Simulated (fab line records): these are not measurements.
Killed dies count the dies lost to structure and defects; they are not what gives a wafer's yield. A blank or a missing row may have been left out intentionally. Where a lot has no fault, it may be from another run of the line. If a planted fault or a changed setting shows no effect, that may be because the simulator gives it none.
fab line records -- flow sky130
[record] lots = 14, wafers = 42, lastDay = 50
route steps=708 shown SONOS_ONO@183 GATE_OXIDE@197 POLY_GATE@236 LDD_HVN@271
lots that met no fault: taken from a fault-free run of the same line
startH: the number of hours between the record's first day and the start of the first shown wafer of the lot -- waitH: time in hours since the lot's previous step -- " as in the row above -- L1.1+2: one row covering several wafers at once -- - either no value or no given start -- * or withheld: withheld -- < > ~ a bound
route shown NAME@n: names a module that has steps shown in the file, with the first one's number in the route -- usual: mean and standard deviation over wafers with no fault -- same: alike in all rows -- chamber/n: place in a boat -- sites: per-site readings -- _std_site: how widely they spread, as a standard deviation -- _edge_site: inner sites' mean taken away from outer sites' mean -- radiusMm: for every site, how far away it sits from the centre of the wafer -- mask NAME#n: copy n -- behind: the most recent tool/chamber to have shaped the wafer -- hold: why the lot went on hold/how many hours it stayed there/how the hold came to an end -- device: which transistor (n, p or np) failed to switch -- end of line: the tests these same wafers got at the end of their route -- a step with no rows: only its recipe -- killed: at the first sort, the dies lost to defects and structure; wafer yield is something else -- map: per-die view of a wafer (x killed, . not killed, _ where there is no die)
set.NAME: the setting that was run; set.NAME@STEP: the one run at that earlier step -- model.NAME: the simulator's own value behind a step, which no gauge read
route steps across a sampled set of lots; one table per step, one row per wafer
services: a tool's chamber out of use, with start hour (startH, from the record's first day; less than 0 if before it), hours out, and reason
[[steps]]
[step SKY_SONOS_ONO_ETCH_15]
[recipe] targetDepthNm = 19.52, chemistry = CHF3/O2, sourceW = 600, biasW = 200, pressureMtorr = 40, chf3FlowSccm = 50, O2_flow_sccm = 5, timeS = 7.8
[usual] drypumpMotorCurrentA = 5.9/0.38, oesProductAu = 0.998/0.013, rfFwdPowerW = 586.9/2.6, throttleValvePct = 8.823/0.0094
lot.wafer,tool,chamber,startH,waitH,drypumpMotorCurrentA,oesProductAu,rfFwdPowerW,rfHoursCounterH,throttleValvePct
L154.3,rieDiel-02,3,319.50,0.0,5.7,1.000,589.9,97,8.829
L154.5,rieDiel-02,3,319.50,0.0,5.7,1.008,587.4,-,8.820
L154.6,rieDiel-02,0,319.50,0.0,5.8,1.003,585.7,-,8.818
L157.1,rieDiel-04,2,319.80,0.0,6.2,0.986,584.6,41,8.822
L157.3,rieDiel-04,1,319.80,0.0,5.4,0.999,590.1,6,8.819
L157.4,rieDiel-04,0,319.80,0.0,5.5,0.999,588.5,51,8.814
L153.1,rieDiel-04,1,322.30,0.0,5.4,0.995,589.8,6,8.832
L153.3,rieDiel-04,0,322.30,0.0,5.5,1.006,585.3,51,8.806
L153.5,rieDiel-04,2,322.30,0.0,6.2,0.992,583.8,-,8.812
L155.1,rieDiel-03,0,326.95,0.0,6.1,1.005,588.9,3,8.827
L155.4,rieDiel-03,1,326.95,0.0,5.9,1.016,585.3,12,8.825
L155.5,rieDiel-03,1,326.95,0.0,5.9,1.019,586.6,-,8.806
L158.4,rieDiel-03,2,340.15,0.0,6.5,0.999,591.6,45,8.819
L158.5,rieDiel-03,0,340.15,0.0,6.1,1.003,585.8,-,8.827
L158.6,rieDiel-03,3,340.15,0.0,6.3,0.991,585.7,-,8.829
L159.3,rieDiel-04,0,340.50,0.0,5.5,1.004,586.4,51,8.818
L159.5,rieDiel-04,3,340.50,0.0,6.1,0.989,585.2,-,8.805
L159.6,rieDiel-04,2,340.50,0.0,6.2,0.988,587.7,-,8.814
L160.4,rieDiel-02,2,343.70,0.0,5.3,0.981,586.0,7,8.815
L160.5,rieDiel-02,2,343.70,0.0,5.3,0.987,586.2,-,8.818
L160.6,rieDiel-02,1,343.70,0.0,6.5,0.995,586.3,-,8.832
L161.3,rieDiel-02,0,356.18,0.0,5.8,1.000,590.2,9,8.818
L161.4,rieDiel-02,1,356.18,0.0,6.5,0.998,586.3,2,8.830
L161.5,rieDiel-02,2,356.18,0.0,5.3,0.972,592.1,-,8.813
L162.3,rieDiel-02,1,365.60,0.0,6.5,1.006,586.2,2,8.822
L162.5,rieDiel-02,0,365.60,0.0,5.8,1.003,588.5,-,8.838
L162.6,rieDiel-02,1,365.60,0.0,6.5,0.990,585.0,-,8.830
L163.1,rieDiel-02,2,372.45,0.0,5.3,0.982,586.9,7,8.818
L163.2,rieDiel-02,1,372.45,0.0,6.5,0.972,583.0,2,8.826
L163.4,rieDiel-02,0,372.45,0.0,5.8,0.986,589.6,10,8.818
L166.3,rieDiel-04,3,396.80,0.0,6.0,0.986,586.2,44,8.828
L166.4,rieDiel-04,0,396.80,0.0,5.5,1.002,585.6,52,8.825
L166.6,rieDiel-04,3,396.80,0.0,6.0,0.989,585.9,-,8.821
L172.1,rieDiel-02,2,449.45,0.0,5.3,0.975,589.4,9,8.818
L172.2,rieDiel-02,3,449.45,0.0,5.7,1.009,590.3,99,8.829
L172.4,rieDiel-02,0,449.45,0.0,5.8,1.005,587.8,-,8.820
L173.2,rieDiel-03,2,461.75,0.0,6.4,0.994,590.8,47,8.828
L173.3,rieDiel-03,3,461.75,0.0,6.3,0.991,585.9,1,8.824
L173.4,rieDiel-03,1,461.75,0.0,5.9,1.027,581.6,14,8.841
L175.1,rieDiel-03,0,473.10,0.0,6.1,1.013,583.9,6,8.811
L175.3,rieDiel-03,1,473.10,0.0,5.9,1.011,584.9,14,8.835
L175.4,rieDiel-03,1,473.10,0.0,5.9,1.004,583.0,-,8.823
[step SKY_GATE_OXIDE_OVL_MEAS_10]
[usual] GATE_OXIDE_OVL = 0.5/1.5
lot.wafer,tool,chamber,startH,waitH,GATE_OXIDE_OVL[nm]
L154.3,overlay-02,-,349.50,0.1,-1.3
L154.5,overlay-02,-,349.50,0.1,-0.6
L154.6,overlay-02,-,349.50,0.1,2.4
L157.1,overlay-01,-,350.10,0.1,-1.7
L157.3,overlay-01,-,350.10,0.1,-1.7
L157.4,overlay-01,-,350.10,0.1,-1.1
L153.1,overlay-02,-,354.15,0.1,3.3
L153.3,overlay-02,-,354.15,0.1,2.5
L153.5,overlay-02,-,354.15,0.1,3.6
L155.1,overlay-01,-,356.80,0.1,1.9
L155.4,overlay-01,-,356.80,0.1,0.2
L155.5,overlay-01,-,356.80,0.1,-0.2
L158.4,overlay-01,-,370.31,0.1,-0.1
L158.5,overlay-01,-,370.31,0.1,1.0
L158.6,overlay-01,-,370.31,0.1,-0.3
L159.3,overlay-02,-,371.71,0.1,1.8
L159.5,overlay-02,-,371.71,0.1,-0.4
L159.6,overlay-02,-,371.71,0.1,0.6
L160.4,overlay-01,-,373.71,0.1,-1.6
L160.5,overlay-01,-,373.71,0.1,-1.1
L160.6,overlay-01,-,373.71,0.1,-1.4
L161.3,overlay-01,-,387.21,0.1,-1.0
L161.4,overlay-01,-,387.21,0.1,2.8
L161.5,overlay-01,-,387.21,0.1,0.8
L162.3,overlay-01,-,395.85,0.1,1.7
L162.5,overlay-01,-,395.85,0.1,2.0
L162.6,overlay-01,-,395.85,0.1,3.0
L163.1,overlay-02,-,403.85,0.1,1.0
L163.2,overlay-02,-,403.85,0.1,0.9
L163.4,overlay-02,-,403.85,0.1,0.2
L166.3,overlay-02,-,428.81,0.1,2.6
L166.4,overlay-02,-,428.81,0.1,0.3
L166.6,overlay-02,-,428.81,0.1,2.5
L172.1,overlay-01,-,481.00,0.1,2.2
L172.2,overlay-01,-,481.00,0.1,0.7
L172.4,overlay-01,-,481.00,0.1,-0.2
L173.2,overlay-01,-,493.61,0.1,-0.8
L173.3,overlay-01,-,493.61,0.1,0.9
L173.4,overlay-01,-,493.61,0.1,0.2
L175.1,overlay-01,-,505.65,0.1,1.1
L175.3,overlay-01,-,505.65,0.1,0.0
L175.4,overlay-01,-,505.65,0.1,-1.0
[step SKY_POLY_GATE_CD_MEAS_22]
[usual] cdNm = 150.4/2.1
lot.wafer,tool,chamber,startH,waitH,cdNm
L154.3,cdSem-02,-,416.92,0.1,150.0
L154.5,cdSem-02,-,416.92,0.1,151.0
L154.6,cdSem-02,-,416.92,0.1,150.8
L157.1,cdSem-01,-,419.62,0.1,151.1
L157.3,cdSem-01,-,419.62,0.1,152.3
L157.4,cdSem-01,-,419.62,0.1,150.4
L155.1,cdSem-02,-,423.16,0.1,152.5
L155.4,cdSem-02,-,423.16,0.1,150.9
L155.5,cdSem-02,-,423.16,0.1,152.9
L153.1,cdSem-01,-,423.33,0.2,149.8
L153.3,cdSem-01,-,423.33,0.2,147.9
L153.5,cdSem-01,-,423.33,0.2,151.0
L159.3,cdSem-01,-,440.59,0.1,153.5
L159.5,cdSem-01,-,440.59,0.1,150.8
L159.6,cdSem-01,-,440.59,0.1,153.1
L158.4,cdSem-02,-,440.61,0.1,151.0
L158.5,cdSem-02,-,440.61,0.1,149.6
L158.6,cdSem-02,-,440.61,0.1,149.4
L160.4,cdSem-01,-,444.00,0.1,147.8
L160.5,cdSem-01,-,444.00,0.1,147.8
L160.6,cdSem-01,-,444.00,0.1,149.7
L161.3,cdSem-01,-,456.66,0.1,154.0
L161.4,cdSem-01,-,456.66,0.1,155.8
L161.5,cdSem-01,-,456.66,0.1,152.6
L162.3,cdSem-01,-,468.91,0.1,153.5
L162.5,cdSem-01,-,468.91,0.1,148.7
L162.6,cdSem-01,-,468.91,0.1,148.9
L163.1,cdSem-02,-,476.16,0.1,149.7
L163.2,cdSem-02,-,476.16,0.1,152.2
L163.4,cdSem-02,-,476.16,0.1,149.8
L166.3,cdSem-01,-,497.00,0.1,153.7
L166.4,cdSem-01,-,497.00,0.1,154.0
L166.6,cdSem-01,-,497.00,0.1,153.4
L172.1,cdSem-02,-,548.55,0.1,149.8
L172.2,cdSem-02,-,548.55,0.1,150.7
L172.4,cdSem-02,-,548.55,0.1,149.1
L173.2,cdSem-01,-,562.36,0.1,149.3
L173.3,cdSem-01,-,562.36,0.1,150.5
L173.4,cdSem-01,-,562.36,0.1,149.3
L175.1,cdSem-01,-,572.30,0.1,147.9
L175.3,cdSem-01,-,572.30,0.1,156.6
L175.4,cdSem-01,-,572.30,0.1,152.1
[step SKY_LDD_HVN_EXPOSE_04]
[recipe] maskId = HVNTM, na = 0.6, sourceShape = conventional, sigmaOuter = 0.6, polarization = unpolarized, targetCdNm = 700, doseMj = 127
lot.wafer,tool,chamber,startH,waitH,mask
L154.3+5+6,ilineStepper-01,0,494.37,-,HVNTM#0
L157.1+3+4,ilineStepper-02,0,496.66,-,HVNTM#0
L155.1+4+5,ilineStepper-02,0,500.68,-,HVNTM#0
L153.1+3+5,ilineStepper-01,0,501.28,-,HVNTM#0
L159.3+5+6,ilineStepper-01,0,517.15,-,HVNTM#0
L158.4+5+6,ilineStepper-01,0,517.56,-,HVNTM#0
L160.4+5+6,ilineStepper-01,0,522.10,-,HVNTM#0
L161.3+4+5,ilineStepper-01,0,534.88,-,HVNTM#0
L162.3+5+6,ilineStepper-01,0,546.30,-,HVNTM#0
L163.1+2+4,ilineStepper-01,0,553.59,-,HVNTM#0
L166.3+4+6,ilineStepper-02,0,573.23,-,HVNTM#0
L172.1+2+4,ilineStepper-02,0,623.19,-,HVNTM#0
L173.2+3+4,ilineStepper-02,0,634.97,-,HVNTM#0
L175.1+3+4,ilineStepper-02,0,644.09,-,HVNTM#0
[step SKY_LDD_HVN_OVL_MEAS_07]
[usual] LDD_HVN_OVL = 0.9/1.5
lot.wafer,tool,chamber,startH,waitH,LDD_HVN_OVL[nm]
L154.3,overlay-02,-,509.76,0.1,2.5
L154.5,overlay-02,-,509.76,0.1,1.8
L154.6,overlay-02,-,509.76,0.1,3.4
L157.1,overlay-01,-,511.50,0.1,-0.5
L157.3,overlay-01,-,511.50,0.1,-2.3
L157.4,overlay-01,-,511.50,0.1,-1.1
L155.1,overlay-02,-,515.95,0.1,1.6
L155.4,overlay-02,-,515.95,0.1,1.3
L155.5,overlay-02,-,515.95,0.1,1.9
L153.1,overlay-02,-,516.54,0.1,2.0
L153.3,overlay-02,-,516.54,0.1,2.8
L153.5,overlay-02,-,516.54,0.1,2.4
L159.3,overlay-01,-,531.80,0.1,0.8
L159.5,overlay-01,-,531.80,0.1,1.0
L159.6,overlay-01,-,531.80,0.1,-0.5
L158.4,overlay-02,-,532.52,0.1,0.3
L158.5,overlay-02,-,532.52,0.1,2.1
L158.6,overlay-02,-,532.52,0.1,1.5
L160.4,overlay-02,-,536.67,0.1,58.2
L160.5,overlay-02,-,536.67,0.1,55.9
L160.6,overlay-02,-,536.67,0.1,56.0
L161.3,overlay-02,-,549.86,0.1,56.6
L161.4,overlay-02,-,549.86,0.1,57.1
L161.5,overlay-02,-,549.86,0.1,57.8
L162.3,overlay-01,-,560.76,0.1,56.3
L162.5,overlay-01,-,560.76,0.1,57.1
L162.6,overlay-01,-,560.76,0.1,55.9
L163.1,overlay-02,-,567.79,0.1,55.9
L163.2,overlay-02,-,567.79,0.1,56.7
L163.4,overlay-02,-,567.79,0.1,58.8
L166.3,overlay-02,-,586.96,0.1,1.8
L166.4,overlay-02,-,586.96,0.1,1.9
L166.6,overlay-02,-,586.96,0.1,1.7
L172.1,overlay-01,-,637.19,0.1,-0.6
L172.2,overlay-01,-,637.19,0.1,1.8
L172.4,overlay-01,-,637.19,0.1,2.1
L173.2,overlay-01,-,649.55,0.1,0.4
L173.3,overlay-01,-,649.55,0.1,-0.8
L173.4,overlay-01,-,649.55,0.1,-0.5
L175.1,overlay-02,-,657.75,0.1,-1.2
L175.3,overlay-02,-,657.75,0.1,-3.1
L175.4,overlay-02,-,657.75,0.1,-1.7
[[services]]
tool,chamber,startH,hours,kind
rieDiel-02,2,303.32,5.3,repair
ilineStepper-02,-,303.36,4.4,pm
ilineStepper-02,-,313.79,2.1,pm
rieDiel-02,1,317.51,8.3,repair
rieDiel-03,1,331.30,7.9,repair
rieDiel-03,3,351.30,8.2,repair
ilineStepper-01,-,357.85,1.2,repair
ilineStepper-02,-,411.79,1.7,pm
ilineStepper-01,-,417.13,10.2,repair
ilineStepper-02,-,427.38,8.9,pm
ilineStepper-02,-,429.16,9.2,repair
rieDiel-02,3,433.31,3.9,repair
rieDiel-02,1,447.33,2.5,repair
rieDiel-03,2,469.46,8.2,repair
rieDiel-04,-,486.67,0.3,repair
rieDiel-04,3,491.79,17.2,repair
ilineStepper-01,-,495.34,1.7,pm
rieDiel-04,3,517.77,8.4,repair
rieDiel-03,1,521.07,3.7,repair
ilineStepper-02,-,538.45,8.3,repair
rieDiel-02,1,571.81,5.8,repair
rieDiel-02,3,579.31,10.6,repair
rieDiel-02,1,602.72,2.3,repair
ilineStepper-02,-,629.87,1.7,pm
[[key]]
[firstSign] step = SKY_LDD_HVN_OVL_MEAS_07, reading = LDD_HVN_OVL, direction = up, sigmas = 38, usual = 0.9, struck = 56.9
effect none on later readings
metAt SKY_LDD_HVN_EXPOSE_04
struckLots L160,L161,L162,L163
rowsEnd L160.4,L160.5,L160.6,L161.3,L161.4,L161.5
testerLeftOut L162,L163
notActingAt SKY_SONOS_ONO_ETCH_15,SKY_GATE_OXIDE_OVL_MEAS_10,SKY_POLY_GATE_CD_MEAS_22
onsetBetween 517.56 522.10
[fault] kind = scannerMatchingOverlay, tool = ilineStepper-01, chamber = -, onsetH = 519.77, steps = SKY_LDD_HVN_EXPOSE_04, offset = 54.782
// testerLeftOut: of these lots the tester's yield and bins aren't shown, on N5 and GAA mostly nor the transistor test; their killed dies are dies lost to structure and defects alone, not to doping, threshold or leakage, so they don't give the yield
// rowsEnd: these wafers met a further fault down the route, and their rows from its step on are left out
